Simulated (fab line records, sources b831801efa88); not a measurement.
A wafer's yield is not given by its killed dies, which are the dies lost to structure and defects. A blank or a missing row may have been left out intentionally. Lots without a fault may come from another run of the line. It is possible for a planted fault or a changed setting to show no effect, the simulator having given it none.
Split-lot experiment | flow sfq line | 5 lots, 23 wafers read, on a route of 325 steps

== ABOUT THE SPLIT ==
At SFQ_TRILAYER_JJ_TRILAYER_DEP_SPUTTER_109 (material Nb, target thk 150 nm, time 100 s), the setting time s was moved away from the recipe's 100 s on 5 of the 23 wafers read, by -12.6% to -6.4%. For the rest of the wafers, this setting stayed at what the recipe calls for.

The reading comes from the split's own step.

== THE READING ==
Nb_of_TRILAYER_JJ_TRILAYER_DEP_SPUTTER_109.thk nm (the simulator's own value, which no gauge read), in nm, at SFQ_TRILAYER_JJ_TRILAYER_DEP_SPUTTER_109 (material Nb, target thk 150 nm, time 100 s). No usual value for it is given in the file. Here, 18 wafers ran the recipe; their average is 148.6 nm with a standard deviation of 1.8 nm.

wafer  | tool, chamber at the split | time s as run, s | against the recipe | Nb_of_TRILAYER_JJ_TRILAYER_DEP_SPUTTER_109.thk nm, nm | against lot-mates on the recipe
L075.1 | pvd sputter-04, -          | 87.37            | -12.6%             | 125.8                                                 | -20.4
L075.2 | pvd sputter-04, -          | 87.37            | -12.6%             | 127.7                                                 | -18.5
L075.3 | pvd sputter-04, -          | 100              | recipe             | 145.2                                                 | -
L075.4 | pvd sputter-04, -          | 100              | recipe             | 147                                                   | -
L075.5 | pvd sputter-04, -          | 100              | recipe             | 146.4                                                 | -
L076.2 | pvd sputter-04, -          | 100              | recipe             | 149.6                                                 | -
L076.3 | pvd sputter-04, -          | 100              | recipe             | 149.8                                                 | -
L076.4 | pvd sputter-04, -          | 100              | recipe             | 148.6                                                 | -
L076.5 | pvd sputter-04, -          | 100              | recipe             | 150.4                                                 | -
L076.6 | pvd sputter-04, -          | 100              | recipe             | 150.7                                                 | -
L077.1 | pvd sputter-04, -          | 100              | recipe             | 148.6                                                 | -
L077.2 | pvd sputter-04, -          | 100              | recipe             | 149.5                                                 | -
L077.4 | pvd sputter-04, -          | 93.61            | -6.4%              | 140.2                                                 | -8.9
L077.5 | pvd sputter-04, -          | 93.61            | -6.4%              | 140.4                                                 | -8.7
L077.6 | pvd sputter-04, -          | 93.61            | -6.4%              | 138.5                                                 | -10.6
L081.1 | pvd sputter-06, -          | 100              | recipe             | 149.4                                                 | -
L081.3 | pvd sputter-06, -          | 100              | recipe             | 145.9                                                 | -
L081.4 | pvd sputter-06, -          | 100              | recipe             | 150.1                                                 | -
L081.5 | pvd sputter-06, -          | 100              | recipe             | 145.6                                                 | -
L081.6 | pvd sputter-06, -          | 100              | recipe             | 150.4                                                 | -
L083.1 | pvd sputter-04, -          | 100              | recipe             | 148.9                                                 | -
L083.3 | pvd sputter-04, -          | 100              | recipe             | 147.6                                                 | -
L083.4 | pvd sputter-04, -          | 100              | recipe             | 150.4                                                 | -

THE FIT
A straight line over all 23 wafers: Nb_of_TRILAYER_JJ_TRILAYER_DEP_SPUTTER_109.thk nm changes by +1.65 nm for each +1% of time s; r = +0.97; the points scatter about the line by 1.8 nm.
The same after taking each lot's own level away (the mean of its wafers on the recipe; 23 wafers): +1.52 nm for each +1%; r = +0.98; scatter 1.3 nm.
On that fit, the largest move of time s shifts the reading by 19 nm.
From 146.20 to 149.82 nm: that is the span of the lots' own levels, equal to 2.0 times the standard deviation above.
Consequently the slope shifts little with the lot-to-lot level, the two slopes agreeing.
Check: with one of the wafers moved furthest among these (-12.6%) left out of the fit, the line predicts -18.5 nm for it against its lot-mates. Against them it came out at -20.4 nm.

== ADDITIONAL SPLITS CARRIED BY THESE WAFERS ==
Other splits were also applied to these wafers ahead of the reading. Each is held against what the fit with the lots' levels taken away leaves over:
other split on the same wafers                          | wafers away from the commonest value | r with Nb_of_TRILAYER_JJ_TRILAYER_DEP_SPUTTER_109.thk nm (lot level and that fit taken away)
SFQ_TRILAYER_M2_ETCH_METAL_ETCH_060 icp w               | 6                                    | -0.02
SFQ_TRILAYER_I2_VIA_LITHO_EXPOSE_068 dose mj            | 11                                   | +0.22
SFQ_TRILAYER_M3_LITHO_COAT_075 spin rpm                 | 10                                   | -0.33
SFQ_TRILAYER_M3_BARC_OPEN_METAL_ETCH_100 pressure mtorr | 18                                   | +0.07
SFQ_TRILAYER_M4_LITHO_COAT_093 resist thk nm            | 9                                    | +0.06
SFQ_TRILAYER_M4_LITHO_PEB_096 peb temp c                | 10                                   | +0.09
SFQ_TRILAYER_I4_DEP_PECVD_099 time s                    | 10                                   | -0.17
SFQ_TRILAYER_I4_VIA_LITHO_EXPOSE_104 dose mj            | 9                                    | -0.14
SFQ_TRILAYER_I4_VIA_BARC_OPEN_VIA_ETCH_146 source w     | 4                                    | +0.03

== FILE'S OWN FIT ==
Nb_of_TRILAYER_JJ_TRILAYER_DEP_SPUTTER_109.thk nm changes by +1.53 nm for each +1% of time s, r = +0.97.
